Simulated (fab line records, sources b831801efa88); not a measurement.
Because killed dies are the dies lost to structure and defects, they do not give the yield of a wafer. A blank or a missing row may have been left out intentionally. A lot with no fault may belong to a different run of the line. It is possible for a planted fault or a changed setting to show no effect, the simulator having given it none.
Chamber matching -- flow sfq_line -- SFQ_TRILAYER_C5_ETCH_VIA_ETCH_154 on rie_diel-02 has 3 sister chambers
The step etches SiO2 in CHF3, stops on Nb, target depth 84 nm. 16 wafers are shown with their chamber, then 7 later ones without.

== WAFERS, EACH WITH ITS CHAMBER ==
wafer,chamber,oes_product_au (a.u.)
L850.4,2,0.902
L850.5,2,0.908
L850.6,3,0.896
L852.1,2,0.892
L852.2,3,0.889
L852.6,2,0.910
L854.3,2,0.904
L854.4,0,0.902
L854.5,0,0.892
L855.3,3,0.898
L855.4,2,0.892
L855.5,0,0.905
L859.1,0,0.898
L859.3,2,0.894
L859.4,3,0.903
L863.1,2,0.927

SIGNATURES (averages over the wafers above)
reading,chamber 0,chamber 2,chamber 3,scatter within a chamber
oes_product_au,0.89925,0.90363,0.89650,0.00948
Rule: distance of a wafer from a chamber = root of the sum over the readings of ((wafer's reading minus chamber's mean) / reading's scatter) squared. If the next closest chamber is less than 2 further off than the closest, the wafer can't be placed; otherwise it belongs to the closest. The scatter: take each reading less its chamber's mean, square it, sum over the shown wafers, divide by the number of wafers less the number of chambers, and take the root.

== WAFERS WHOSE CHAMBER IS MISSING ==
wafer,oes_product_au (a.u.)
L863.5,0.899
L863.6,0.902
L870.1,0.890
L870.5,0.895
L872.2,0.898
L872.4,0.903
L872.6,0.898

== CHAMBER TAKEN BY EACH ==
wafer,from the rows above,in truth
L863.5,can't be placed: 0 or 3 or 2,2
L863.6,can't be placed: 2 or 0 or 3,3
L870.1,can't be placed: 3 or 0 or 2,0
L870.5,can't be placed: 3 or 0 or 2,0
L872.2,can't be placed: 0 or 3 or 2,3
L872.4,can't be placed: 2 or 0 or 3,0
L872.6,can't be placed: 0 or 3 or 2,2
Correctly placed: 0 of 7. Not placeable from these rows: 7 (in 7, the candidates include the true chamber). Placed wrongly: 0.
